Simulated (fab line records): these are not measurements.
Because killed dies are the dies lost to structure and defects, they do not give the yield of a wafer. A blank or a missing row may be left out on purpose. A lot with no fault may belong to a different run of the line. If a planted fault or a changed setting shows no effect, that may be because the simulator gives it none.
Which tool is to blame? + flow sky130 + Sampling: 24 lots, 72 wafers, 6 of 708 route steps

## WHAT THE GAUGES READ, wafer by wafer
SKY_METAL1_CD_MEAS_15: target cd 140 nm. Usual: cd nm 140.2 nm, standard deviation 1.6.
| lot  | measured     | on        | cd nm (nm)        | flag |
|------|--------------|-----------|-------------------|------|
| L074 | day 32 14:09 | cd sem-01 | 139.2 139.8 138.6 |      |
| L075 | day 32 17:14 | cd sem-01 | 137.2 138.6 136.7 |      |
| L076 | day 33 13:20 | cd sem-02 | 139.6 140.3 139.1 |      |
| L077 | day 33 15:53 | cd sem-02 | 140.3 139.8 140.1 |      |
| L078 | day 34 07:45 | cd sem-01 | 141.8 141.7 142.6 |      |
| L079 | day 34 20:29 | cd sem-02 | 140.3 140.0 140.2 |      |
| L080 | day 34 20:59 | cd sem-02 | 141.9 140.3 142.0 |      |
| L081 | day 34 22:45 | cd sem-02 | 142.0 141.3 141.8 |      |
| L082 | day 35 03:51 | cd sem-01 | 138.7 138.3 138.6 |      |
| L083 | day 35 16:39 | cd sem-02 | 140.6 141.1 139.8 |      |
| L084 | day 35 19:03 | cd sem-02 | 139.3 140.0 140.6 |      |
| L085 | day 36 03:49 | cd sem-01 | 139.1 140.5 141.0 |      |
| L086 | day 36 14:33 | cd sem-01 | 142.9 142.3 140.6 |      |
| L087 | day 36 22:05 | cd sem-02 | 141.3 144.1 144.2 |      |
| L088 | day 37 01:01 | cd sem-01 | 141.0 139.1 139.7 |      |
| L089 | day 37 10:35 | cd sem-01 | 140.4 138.5 137.8 |      |
| L090 | day 37 21:06 | cd sem-01 | 139.6 141.1 140.8 |      |
| L091 | day 38 07:23 | cd sem-02 | 138.4 137.3 137.8 |      |
| L092 | day 39 02:22 | cd sem-02 | 138.0 140.3 138.6 |      |
| L093 | day 39 03:35 | cd sem-02 | 138.3 138.6 137.4 |      |
| L095 | day 39 04:51 | cd sem-01 | 140.5 140.5 139.1 |      |
| L094 | day 39 06:40 | cd sem-01 | 141.1 141.7 140.2 |      |
| L096 | day 39 11:39 | cd sem-02 | 141.6 141.0 140.8 |      |
| L097 | day 39 21:09 | cd sem-01 | 141.9 141.3 144.0 |      |

SKY_VIA2_RS_MEAS_22: measures by four-point-probe. Usual: VIA2_W_RS gives 0.2742 ohm/sq (standard deviation 0.0028).
| lot  | measured     | on            | VIA2_W_RS (ohm/sq)   | flag |
|------|--------------|---------------|----------------------|------|
| L074 | day 36 03:17 | film metro-02 | 0.2731 0.2718 0.2726 |      |
| L075 | day 36 06:35 | film metro-04 | 0.2715 0.2783 0.2712 |      |
| L076 | day 37 01:44 | film metro-04 | 0.2739 0.2710 0.2703 |      |
| L077 | day 37 04:08 | film metro-04 | 0.2781 0.2733 0.2784 |      |
| L078 | day 37 18:53 | film metro-04 | 0.2759 0.2740 0.2733 |      |
| L079 | day 38 09:02 | film metro-02 | 0.2740 0.2761 0.2729 |      |
| L080 | day 38 09:40 | film metro-03 | 0.2749 0.2709 0.2726 |      |
| L081 | day 38 11:53 | film metro-02 | 0.2715 0.2713 0.2716 |      |
| L082 | day 38 16:12 | film metro-02 | 0.2735 0.2730 0.2775 |      |
| L083 | day 39 04:08 | film metro-03 | 0.2758 0.2723 0.2731 |      |
| L084 | day 39 05:17 | film metro-04 | 0.2759 0.2736 0.2746 |      |
| L085 | day 39 14:07 | film metro-04 | 0.2723 0.2765 0.2719 |      |
| L086 | day 39 23:52 | film metro-04 | 0.2764 0.2781 0.2761 |      |
| L087 | day 40 07:05 | film metro-03 | 0.2703 0.2750 0.2705 |      |
| L088 | day 40 10:41 | film metro-02 | 0.2730 0.2749 0.2723 |      |
| L089 | day 40 20:02 | film metro-03 | 0.2777 0.2718 0.2722 |      |
| L090 | day 41 04:32 | film metro-03 | 0.2742 0.2734 0.2768 |      |
| L091 | day 41 14:49 | film metro-03 | 0.2752 0.2772 0.2778 |      |
| L092 | day 42 07:40 | film metro-03 | 0.2722 0.2718 0.2754 |      |
| L093 | day 42 09:08 | film metro-04 | 0.2753 0.2755 0.2719 |      |
| L095 | day 42 10:26 | film metro-03 | 0.2755 0.2762 0.2781 |      |
| L094 | day 42 13:08 | film metro-03 | 0.2781 0.2753 0.2738 |      |
| L096 | day 42 17:32 | film metro-03 | 0.2719 0.2669 0.2690 |      |
| L097 | day 43 01:08 | film metro-02 | 0.2766 0.2748 0.2760 |      |

## EACH LOT AND THE TOOL THAT RAN IT (in order: tool; ch and the chambers of the sampled wafers; start)
| lot  | SKY_CONTACT_ETCH_18                           | SKY_VIA1_STRIP_16                    | SKY_VIA2_ETCH_14                   | SKY_VIA2_CVD_21               |
|------|-----------------------------------------------|--------------------------------------|------------------------------------|-------------------------------|
| L074 | rie diel-01 ch 0,1,2, day 32 14:09 or earlier | plasma asher-04 ch 0,1, day 33 18:06 | rie diel-03 ch 0,1,2, day 36 02:23 | cvd w-02 ch 0,1, day 36 03:09 |
| L075 | rie diel-01 ch 1,2,3, day 32 17:14 or earlier | plasma asher-03 ch 0,1, day 33 21:50 | rie diel-02 ch 0,1,2, day 36 05:16 | cvd w-02 ch 0,1, day 36 06:27 |
| L076 | rie diel-02 ch 0,2,3, day 33 13:20 or earlier | plasma asher-04 ch 0,1, day 34 17:28 | rie diel-03 ch 1,2, day 37 00:16   | cvd w-02 ch 0,1, day 37 01:37 |
| L077 | rie diel-03 ch 1,2, day 33 15:53 or earlier   | plasma asher-02 ch 0,1, day 34 20:09 | rie diel-04 ch 0,1,2, day 37 03:14 | cvd w-02 ch 0,1, day 37 04:00 |
| L078 | rie diel-01 ch 1,3, day 34 07:45 or earlier   | plasma asher-02 ch 0,1, day 35 09:57 | rie diel-03 ch 0,1, day 37 17:59   | cvd w-01 ch 0,1, day 37 18:46 |
| L079 | rie diel-03 ch 0,2,3, day 34 20:29 or earlier | plasma asher-03 ch 0,1, day 36 00:39 | rie diel-03 ch 0,2, day 38 08:08   | cvd w-02 ch 1, day 38 08:54   |
| L080 | rie diel-01 ch 0,3, day 34 20:59 or earlier   | plasma asher-04 ch 0,1, day 36 01:02 | rie diel-02 ch 0,3, day 38 08:43   | cvd w-01 ch 0,1, day 38 09:31 |
| L081 | rie diel-03 ch 1,2,3, day 34 22:45 or earlier | plasma asher-04 ch 0,1, day 36 03:00 | rie diel-04 ch 0,2,3, day 38 10:59 | cvd w-01 ch 0,1, day 38 11:45 |
| L082 | rie diel-02 ch 0,1,3, day 35 03:51 or earlier | plasma asher-04 ch 1, day 36 08:11   | rie diel-04 ch 1,3, day 38 15:19   | cvd w-02 ch 0,1, day 38 16:04 |
| L083 | rie diel-02 ch 1,2,3, day 35 16:39 or earlier | plasma asher-03 ch 0,1, day 36 21:27 | rie diel-04 ch 0,2, day 39 03:14   | cvd w-02 ch 0,1, day 39 04:01 |
| L084 | rie diel-03 ch 0,2,3, day 35 19:03 or earlier | plasma asher-03 ch 0,1, day 36 22:32 | rie diel-02 ch 0,1,2, day 39 04:23 | cvd w-02 ch 0,1, day 39 05:09 |
| L085 | rie diel-02 ch 0,2,3, day 36 03:49 or earlier | plasma asher-03 ch 0,1, day 37 07:52 | rie diel-02 ch 2,3, day 39 13:10   | cvd w-02 ch 0,1, day 39 13:58 |
| L086 | rie diel-01 ch 2,3, day 36 14:33 or earlier   | plasma asher-02 ch 0,1, day 37 17:54 | rie diel-03 ch 0,1,2, day 39 22:56 | cvd w-02 ch 0, day 39 23:44   |
| L087 | rie diel-02 ch 0,1,2, day 36 22:05 or earlier | plasma asher-03 ch 0,1, day 38 01:27 | rie diel-03 ch 0,2,3, day 40 06:11 | cvd w-02 ch 0,1, day 40 06:58 |
| L088 | rie diel-03 ch 0,1,2, day 37 01:01 or earlier | plasma asher-02 ch 1, day 38 04:30   | rie diel-02 ch 2,3, day 40 09:41   | cvd w-01 ch 1, day 40 10:32   |
| L089 | rie diel-01 ch 0,2,3, day 37 10:35 or earlier | plasma asher-03 ch 0,1, day 38 14:32 | rie diel-02 ch 0,1,3, day 40 19:08 | cvd w-01 ch 0,1, day 40 19:55 |
| L090 | rie diel-02 ch 0,1,2, day 37 21:06 or earlier | plasma asher-04 ch 0,1, day 38 23:56 | rie diel-04 ch 0,2, day 41 03:38   | cvd w-02 ch 0,1, day 41 04:24 |
| L091 | rie diel-01 ch 0,2, day 38 07:23 or earlier   | plasma asher-03 ch 0,1, day 39 10:16 | rie diel-03 ch 1,2, day 41 13:53   | cvd w-01 ch 0,1, day 41 14:41 |
| L092 | rie diel-01 ch 0,3, day 39 02:22 or earlier   | plasma asher-04 ch 0,1, day 40 04:50 | rie diel-04 ch 2,3, day 42 06:44   | cvd w-01 ch 0,1, day 42 07:31 |
| L093 | rie diel-03 ch 1,2,3, day 39 03:35 or earlier | plasma asher-04 ch 0,1, day 40 05:36 | rie diel-02 ch 1,2,3, day 42 08:14 | cvd w-01 ch 0,1, day 42 09:00 |
| L095 | rie diel-03 ch 0,1,2, day 39 04:51 or earlier | plasma asher-02 ch 0,1, day 40 07:11 | rie diel-04 ch 0,2,3, day 42 09:31 | cvd w-01 ch 0,1, day 42 10:19 |
| L094 | rie diel-03 ch 0,1,3, day 39 06:40 or earlier | plasma asher-03 ch 1, day 40 08:33   | rie diel-02 ch 1,2, day 42 12:08   | cvd w-02 ch 0,1, day 42 12:59 |
| L096 | rie diel-03 ch 0,2,3, day 39 11:39 or earlier | plasma asher-04 ch 1, day 40 13:42   | rie diel-04 ch 2,3, day 42 16:38   | cvd w-01 ch 0,1, day 42 17:25 |
| L097 | rie diel-01 ch 0,3, day 39 21:09 or earlier   | plasma asher-02 ch 0,1, day 40 23:02 | rie diel-04 ch 1,2, day 43 00:14   | cvd w-01 ch 0,1, day 43 01:01 |
- SKY_CONTACT_ETCH_18: etches Si3N4 in CHF3/O2, stops on TiN, time 39 s, target depth 75 nm.
- SKY_VIA1_STRIP_16: strips in O2/N2.
- SKY_VIA2_ETCH_14: etches BARC in N2/H2, stops on SiO2, time 45.9 s, target depth 60 nm.
- SKY_VIA2_CVD_21: deposits W, target thk 420 nm, time 126.4 s.

## AS READ BY THE TOOLS THEMSELVES (means over the sampled wafers that have a number; for cases with no such wafer, the mark the record gives instead)
SKY_CONTACT_ETCH_18. Usual: drypump motor current A 5.98 A, standard deviation 0.3; oes product au 0.853 a.u., standard deviation 0.007; rf fwd power W 592.1 W, standard deviation 2.8; throttle valve pct 8.792 %, standard deviation 0.0092.
| lot  | tool        | drypump motor current A (A) | oes product au (a.u.) | rf fwd power W (W) | throttle valve pct (%) | flag |
|------|-------------|-----------------------------|-----------------------|--------------------|------------------------|------|
| L074 | rie diel-01 | 5.79                        | 0.849                 | 592.3              | 8.797                  |      |
| L075 | rie diel-01 | 5.99                        | 0.850                 | 591.0              | 8.791                  |      |
| L076 | rie diel-02 | 6.00                        | 0.860                 | 592.2              | 8.794                  |      |
| L077 | rie diel-03 | 6.32                        | 0.854                 | 586.7              | 8.796                  |      |
| L078 | rie diel-01 | 6.16                        | 0.855                 | 590.8              | 8.799                  |      |
| L079 | rie diel-03 | 6.08                        | 0.854                 | 594.3              | 8.778                  |      |
| L080 | rie diel-01 | 5.84                        | 0.859                 | 591.8              | 8.803                  |      |
| L081 | rie diel-03 | 6.17                        | 0.850                 | 592.2              | 8.790                  |      |
| L082 | rie diel-02 | 6.01                        | 0.851                 | 591.5              | 8.795                  |      |
| L083 | rie diel-02 | 6.05                        | 0.862                 | 593.6              | 8.793                  |      |
| L084 | rie diel-03 | 6.08                        | 0.851                 | 592.2              | 8.787                  |      |
| L085 | rie diel-02 | 5.98                        | 0.859                 | 592.7              | 8.796                  |      |
| L086 | rie diel-01 | 6.01                        | 0.853                 | 591.4              | 8.791                  |      |
| L087 | rie diel-02 | 5.76                        | 0.845                 | 593.9              | 8.793                  |      |
| L088 | rie diel-03 | 6.13                        | 0.856                 | 592.0              | 8.792                  |      |
| L089 | rie diel-01 | 5.82                        | 0.846                 | 592.6              | 8.788                  |      |
| L090 | rie diel-02 | 5.79                        | 0.844                 | 592.9              | 8.795                  |      |
| L091 | rie diel-01 | 5.61                        | 0.851                 | 597.3              | 8.789                  |      |
| L092 | rie diel-01 | 6.05                        | 0.855                 | 593.8              | 8.789                  |      |
| L093 | rie diel-03 | 6.18                        | 0.855                 | 589.8              | 8.797                  |      |
| L095 | rie diel-03 | 6.12                        | 0.843                 | 591.1              | 8.791                  |      |
| L094 | rie diel-03 | 6.02                        | 0.855                 | 592.6              | 8.788                  |      |
| L096 | rie diel-03 | 6.08                        | 0.851                 | 591.9              | 8.790                  |      |
| L097 | rie diel-01 | 5.85                        | 0.849                 | 593.8              | 8.793                  |      |

SKY_VIA1_STRIP_16. Usual: drypump motor current A 5.7 A, standard deviation 0.4; oes product au 0.417 a.u., standard deviation 0.0043; strip time to endpoint s 4.474 s, standard deviation 0.025.
| lot  | tool            | drypump motor current A (A) | oes product au (a.u.) | strip time to endpoint s (s) | flag |
|------|-----------------|-----------------------------|-----------------------|------------------------------|------|
| L074 | plasma asher-04 | 5.8                         | 0.416                 | 4.440                        |      |
| L075 | plasma asher-03 | 6.0                         | 0.417                 | 4.480                        |      |
| L076 | plasma asher-04 | 5.8                         | 0.417                 | 4.415                        |      |
| L077 | plasma asher-02 | 5.3                         | 0.418                 | 4.502                        |      |
| L078 | plasma asher-02 | 5.1                         | 0.415                 | 4.495                        |      |
| L079 | plasma asher-03 | 6.0                         | 0.414                 | 4.491                        |      |
| L080 | plasma asher-04 | 5.8                         | 0.417                 | 4.466                        |      |
| L081 | plasma asher-04 | 5.8                         | 0.415                 | 4.439                        |      |
| L082 | plasma asher-04 | 5.6                         | 0.421                 | 4.480                        |      |
| L083 | plasma asher-03 | 6.1                         | 0.416                 | 4.467                        |      |
| L084 | plasma asher-03 | 6.1                         | 0.419                 | 4.454                        |      |
| L085 | plasma asher-03 | 6.0                         | 0.416                 | 4.509                        |      |
| L086 | plasma asher-02 | 5.3                         | 0.413                 | 4.455                        |      |
| L087 | plasma asher-03 | 6.0                         | 0.413                 | 4.470                        |      |
| L088 | plasma asher-02 | 4.9                         | 0.417                 | 4.486                        |      |
| L089 | plasma asher-03 | 6.1                         | 0.420                 | 4.472                        |      |
| L090 | plasma asher-04 | 5.9                         | 0.417                 | 4.492                        |      |
| L091 | plasma asher-03 | 6.0                         | 0.418                 | 4.504                        |      |
| L092 | plasma asher-04 | 5.8                         | 0.416                 | 4.449                        |      |
| L093 | plasma asher-04 | 5.8                         | 0.417                 | 4.470                        |      |
| L095 | plasma asher-02 | 5.1                         | 0.420                 | 4.473                        |      |
| L094 | plasma asher-03 | 6.2                         | 0.416                 | 4.483                        |      |
| L096 | plasma asher-04 | 5.6                         | 0.419                 | 4.459                        |      |
| L097 | plasma asher-02 | 5.3                         | 0.422                 | 4.512                        |      |

SKY_VIA2_ETCH_14. Usual: drypump motor current A 5.9 A, standard deviation 0.32; h2 flow sccm 200.0 sccm, standard deviation 0.56; oes product au 0.854 a.u., standard deviation 0.005; rf fwd power W 494.2 W, standard deviation 2.1; throttle valve pct 13.225 %, standard deviation 0.0091.
| lot  | tool        | drypump motor current A (A) | h2 flow sccm (sccm) | oes product au (a.u.) | rf fwd power W (W) | throttle valve pct (%) | flag |
|------|-------------|-----------------------------|---------------------|-----------------------|--------------------|------------------------|------|
| L074 | rie diel-03 | 6.2                         | 199.1               | 0.857                 | 492.9              | 13.222                 |      |
| L075 | rie diel-02 | 5.8                         | 200.2               | 0.855                 | 496.3              | 13.221                 |      |
| L076 | rie diel-03 | 6.3                         | 200.4               | 0.855                 | 492.0              | 13.226                 |      |
| L077 | rie diel-04 | 5.8                         | 199.6               | 0.851                 | 495.7              | 13.227                 |      |
| L078 | rie diel-03 | 6.1                         | 199.9               | 0.852                 | 492.5              | 13.226                 |      |
| L079 | rie diel-03 | 6.1                         | 200.4               | 0.855                 | 492.4              | 13.225                 |      |
| L080 | rie diel-02 | 6.0                         | 199.5               | 0.853                 | 493.3              | 13.222                 |      |
| L081 | rie diel-04 | 5.6                         | 200.3               | 0.859                 | 496.7              | 13.222                 |      |
| L082 | rie diel-04 | 5.6                         | 200.1               | 0.859                 | 493.2              | 13.225                 |      |
| L083 | rie diel-04 | 5.6                         | 200.0               | 0.854                 | 497.5              | 13.237                 |      |
| L084 | rie diel-02 | 5.8                         | 199.6               | 0.856                 | 494.1              | 13.218                 |      |
| L085 | rie diel-02 | 6.0                         | 200.3               | 0.853                 | 494.4              | 13.228                 |      |
| L086 | rie diel-03 | 6.1                         | 200.2               | 0.857                 | 492.2              | 13.227                 |      |
| L087 | rie diel-03 | 6.1                         | 200.5               | 0.851                 | 494.0              | 13.229                 |      |
| L088 | rie diel-02 | 6.3                         | 199.8               | 0.856                 | 494.1              | 13.218                 |      |
| L089 | rie diel-02 | 6.0                         | 200.2               | 0.853                 | 495.0              | 13.222                 |      |
| L090 | rie diel-04 | 5.8                         | 199.7               | 0.853                 | 494.1              | 13.234                 |      |
| L091 | rie diel-03 | 6.3                         | 200.1               | 0.854                 | 494.1              | 13.232                 |      |
| L092 | rie diel-04 | 5.7                         | 200.1               | 0.858                 | 495.1              | 13.217                 |      |
| L093 | rie diel-02 | 6.0                         | 199.9               | 0.859                 | 494.7              | 13.218                 |      |
| L095 | rie diel-04 | 5.6                         | 199.9               | 0.854                 | 495.9              | 13.220                 |      |
| L094 | rie diel-02 | 5.8                         | 199.8               | 0.850                 | 494.0              | 13.231                 |      |
| L096 | rie diel-04 | 5.7                         | 200.4               | 0.852                 | 496.1              | 13.226                 |      |
| L097 | rie diel-04 | 5.9                         | 199.3               | 0.857                 | 492.9              | 13.224                 |      |

SKY_VIA2_CVD_21. Usual: heater power w 882 W, standard deviation 130.
| lot  | tool     | heater power w (W) | flag |
|------|----------|--------------------|------|
| L074 | cvd w-02 | 810                |      |
| L075 | cvd w-02 | 914                |      |
| L076 | cvd w-02 | 918                |      |
| L077 | cvd w-02 | 813                |      |
| L078 | cvd w-01 | 1002               |      |
| L079 | cvd w-02 | 749                |      |
| L080 | cvd w-01 | 1017               |      |
| L081 | cvd w-01 | 1026               |      |
| L082 | cvd w-02 | 826                |      |
| L083 | cvd w-02 | 924                |      |
| L084 | cvd w-02 | 920                |      |
| L085 | cvd w-02 | 918                |      |
| L086 | cvd w-02 | 1004               |      |
| L087 | cvd w-02 | 919                |      |
| L088 | cvd w-01 | 963                |      |
| L089 | cvd w-01 | 895                |      |
| L090 | cvd w-02 | 917                |      |
| L091 | cvd w-01 | 840                |      |
| L092 | cvd w-01 | 835                |      |
| L093 | cvd w-01 | 874                |      |
| L095 | cvd w-01 | 827                |      |
| L094 | cvd w-02 | 829                |      |
| L096 | cvd w-01 | 885                |      |
| L097 | cvd w-01 | 898                |      |

## THE ANSWER, worked out from the rows above alone
Rule: lot off if the mean of its wafers having a number is beyond 3 standard deviations from the usual mean. A lot without any number at a reading at which 4 lots or more have one is off too. All remaining lots with rows at the step are treated as sound. First the gauges in route order, then the tools' own readings, where a lot's mean is used as printed above. At the first step where some lot is off, the reading lying furthest off is the one used; lots without a number count as furthest.
Nothing can be told from this: no lot is off at any reading shown.

## WHAT WAS PUT IN BY THE SIMULATOR
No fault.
